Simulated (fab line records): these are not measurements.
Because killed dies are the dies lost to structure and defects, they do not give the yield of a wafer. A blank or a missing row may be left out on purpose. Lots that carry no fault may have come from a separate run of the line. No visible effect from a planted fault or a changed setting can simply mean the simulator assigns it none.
Which of the tools did it? | flow sky130 | 13 lots, 39 wafers sampled, at 5 steps of a route of 708

== WHAT THE GAUGES READ, wafer by wafer ==
SKY_POLY_GATE_CD_MEAS_22. Usual: 149.5 nm for cd_nm, sd 2.4.
lot  | measured     | on        | cd_nm (nm)        | flag
L355 | day 16 05:29 | cd_sem-01 | 150.4 149.2 152.0 |
L356 | day 16 10:52 | cd_sem-02 | 154.0 149.6 153.2 |
L358 | day 17 03:56 | cd_sem-01 | 149.5 148.7 144.5 |
L359 | day 17 11:00 | cd_sem-01 | 149.1 150.8 148.9 |
L361 | day 18 06:34 | cd_sem-01 | 149.2 149.4 148.2 |
L362 | day 18 15:43 | cd_sem-02 | 151.3 150.6 148.6 |
L363 | day 18 22:56 | cd_sem-01 | 149.5 149.3 150.6 |
L369 | day 21 07:34 | cd_sem-02 | 152.7 153.0 156.2 |
L371 | day 21 21:10 | cd_sem-01 | 148.1 147.0 149.9 |
L378 | day 25 02:41 | cd_sem-01 | 153.4 148.2 151.6 |
L375 | day 25 03:37 | cd_sem-02 | 150.8 149.6 149.7 |
L374 | day 25 06:50 | cd_sem-02 | 149.8 148.2 147.3 |
L377 | day 25 10:44 | cd_sem-01 | 147.7 154.7 146.9 |

SKY_LDD_N_TW_MEAS_17. Usual: for LDD_N_TW the level is 2579 and the standard deviation is 14.
lot  | measured     | on            | LDD_N_TW       | flag
L355 | day 17 10:38 | film_metro-01 | 2552 2575 2560 |
L356 | day 17 17:32 | film_metro-04 | 2604 2583 2577 |
L358 | day 18 11:43 | film_metro-04 | 2588 2595 2604 |
L359 | day 18 18:25 | film_metro-01 | 2573 2575 2558 |
L361 | day 19 15:20 | film_metro-03 | 2552 2567 2579 |
L362 | day 20 00:08 | film_metro-04 | 2592 2568 2584 |
L363 | day 20 08:08 | film_metro-01 | 2578 2585 2579 |
L369 | day 22 14:49 | film_metro-01 | 2589 2575 2554 |
L371 | day 23 03:55 | film_metro-01 | 2561 2544 2545 |
L378 | day 26 09:47 | film_metro-04 | 2591 2606 2600 |
L375 | day 26 10:56 | film_metro-04 | 2613 2585 2580 |
L374 | day 26 13:23 | film_metro-03 | 2572 2576 2593 |
L377 | day 26 17:41 | film_metro-04 | 2593 2602 2594 |

SKY_LDD_HVN_TW_MEAS_10. Usual: for LDD_HVN_TW the level is 1434 and the standard deviation is 9.4.
lot  | measured     | on            | LDD_HVN_TW     | flag
L355 | day 20 00:56 | film_metro-02 | 1425 1426 1425 |
L356 | day 20 07:59 | film_metro-03 | 1426 1427 1416 |
L358 | day 21 01:16 | film_metro-03 | 1438 1432 1443 |
L359 | day 21 09:17 | film_metro-04 | 1430 1434 1437 |
L361 | day 22 04:19 | film_metro-04 | 1446 1435 1440 |
L362 | day 22 12:47 | film_metro-03 | 1427 1432 1427 |
L363 | day 22 21:40 | film_metro-04 | 1441 1440 1437 |
L369 | day 25 02:35 | film_metro-04 | 1289 1288 1286 | OFF
L371 | day 25 15:49 | film_metro-04 | 1292 1289 1292 | OFF
L378 | day 28 19:13 | film_metro-02 | 1421 1424 1422 |
L375 | day 28 20:26 | film_metro-04 | 1447 1443 1438 |
L374 | day 28 22:20 | film_metro-02 | 1420 1429 1431 |
L377 | day 29 03:54 | film_metro-02 | 1418 1419 1421 |

== WHICH TOOL RAN EACH LOT (tool, then ch and the chambers of the sampled wafers, then the start) ==
lot  | SKY_LDD_P_STRIP_10                   | SKY_LDD_HVN_IMPLANT_08
L355 | plasma_asher-03 ch 0,1, day 18 17:14 | implanter-04 ch 0, day 20 00:43
L356 | plasma_asher-01 ch 0,1, day 19 00:16 | implanter-01 ch 0, day 20 07:46
L358 | plasma_asher-03 ch 1, day 19 19:38   | implanter-01 ch 0, day 21 01:01
L359 | plasma_asher-01 ch 0,1, day 20 02:23 | implanter-04 ch 0, day 21 09:02
L361 | plasma_asher-03 ch 0,1, day 20 21:53 | implanter-04 ch 0, day 22 04:04
L362 | plasma_asher-03 ch 0,1, day 21 06:22 | implanter-02 ch 0, day 22 12:34
L363 | plasma_asher-01 ch 0,1, day 21 14:50 | implanter-01 ch 0, day 22 21:26
L369 | plasma_asher-03 ch 0,1, day 23 20:29 | implanter-01 ch 0, day 25 02:20
L371 | plasma_asher-03 ch 0,1, day 24 10:02 | implanter-01 ch 0, day 25 15:34
L378 | plasma_asher-03 ch 0,1, day 27 15:14 | implanter-01 ch 0, day 28 18:58
L375 | plasma_asher-01 ch 0,1, day 27 15:53 | implanter-04 ch 0, day 28 20:13
L374 | plasma_asher-03 ch 0,1, day 27 17:44 | implanter-04 ch 0, day 28 22:06
L377 | plasma_asher-01 ch 0,1, day 27 23:02 | implanter-01 ch 0, day 29 03:40
- SKY_LDD_P_STRIP_10: strips in O2/N2.
- SKY_LDD_HVN_IMPLANT_08

== WHAT THE TOOLS THEMSELVES READ (means of the sampled wafers that have a number; where no wafer has one, the mark that the record gives instead) ==
SKY_LDD_P_STRIP_10. Usual: drypump_motor_current_A 6.1 A, standard deviation 0.51; oes_product_au 0.715 a.u., standard deviation 0.0043; strip_time_to_endpoint_s 14.17 s, standard deviation 0.049.
lot  | tool            | drypump_motor_current_A (A) | oes_product_au (a.u.) | strip_time_to_endpoint_s (s) | flag
L355 | plasma_asher-03 | 5.8                         | 0.716                 | 14.15                        |
L356 | plasma_asher-01 | 6.3                         | 0.715                 | 14.15                        |
L358 | plasma_asher-03 | 5.5                         | 0.716                 | 14.23                        |
L359 | plasma_asher-01 | 6.0                         | 0.717                 | 14.13                        |
L361 | plasma_asher-03 | 6.3                         | 0.720                 | 14.23                        |
L362 | plasma_asher-03 | 5.9                         | 0.715                 | 14.18                        |
L363 | plasma_asher-01 | 6.0                         | 0.716                 | 14.18                        |
L369 | plasma_asher-03 | 6.3                         | 0.712                 | 14.20                        |
L371 | plasma_asher-03 | 5.9                         | 0.717                 | 14.10                        |
L378 | plasma_asher-03 | 6.3                         | 0.717                 | 14.11                        |
L375 | plasma_asher-01 | 6.0                         | 0.715                 | 14.18                        |
L374 | plasma_asher-03 | 6.3                         | 0.716                 | 14.20                        |
L377 | plasma_asher-01 | 6.3                         | 0.714                 | 14.17                        |

SKY_LDD_HVN_IMPLANT_08. Usual: tilt_deg 40.002 degrees, standard deviation 0.023.
lot  | tool         | tilt_deg (degrees) | flag
L355 | implanter-04 | 40.000             |
L356 | implanter-01 | 39.995             |
L358 | implanter-01 | 40.022             |
L359 | implanter-04 | 39.990             |
L361 | implanter-04 | 39.978             |
L362 | implanter-02 | 40.026             |
L363 | implanter-01 | 40.007             |
L369 | implanter-01 | -0.005             | OFF
L371 | implanter-01 | -0.016             | OFF
L378 | implanter-01 | 40.033             |
L375 | implanter-04 | 39.985             |
L374 | implanter-04 | 39.997             |
L377 | implanter-01 | 39.987             |

== THE ANSWER, worked out from the rows above alone ==
Rule: a lot counts as off when the mean over its wafers that have a number is more than 3 standard deviations away from the usual mean. A lot without any number at a reading at which 4 lots or more have one is off too. All remaining lots with rows at the step are treated as sound. The gauges are gone through in route order, then the tools' own readings, and for those a lot's mean is taken as printed above. The first step at which some lot is off is used, and at that step the reading that is off furthest; a lot without a number counts as furthest.
Off: L369, L371, at SKY_LDD_HVN_TW_MEAS_10 (LDD_HVN_TW).
A tool fits if, at a process step before that reading, it ran every lot that is off, and no sound lot after the first of them. The gauges at SKY_LDD_HVN_TW_MEAS_10 aren't tried: what is off there is off at SKY_LDD_HVN_IMPLANT_08 too, on other tools, and a gauge's error can't cause that. Of those tried, none fits.

== WHAT HAD BEEN PUT IN BY THE SIMULATOR ==
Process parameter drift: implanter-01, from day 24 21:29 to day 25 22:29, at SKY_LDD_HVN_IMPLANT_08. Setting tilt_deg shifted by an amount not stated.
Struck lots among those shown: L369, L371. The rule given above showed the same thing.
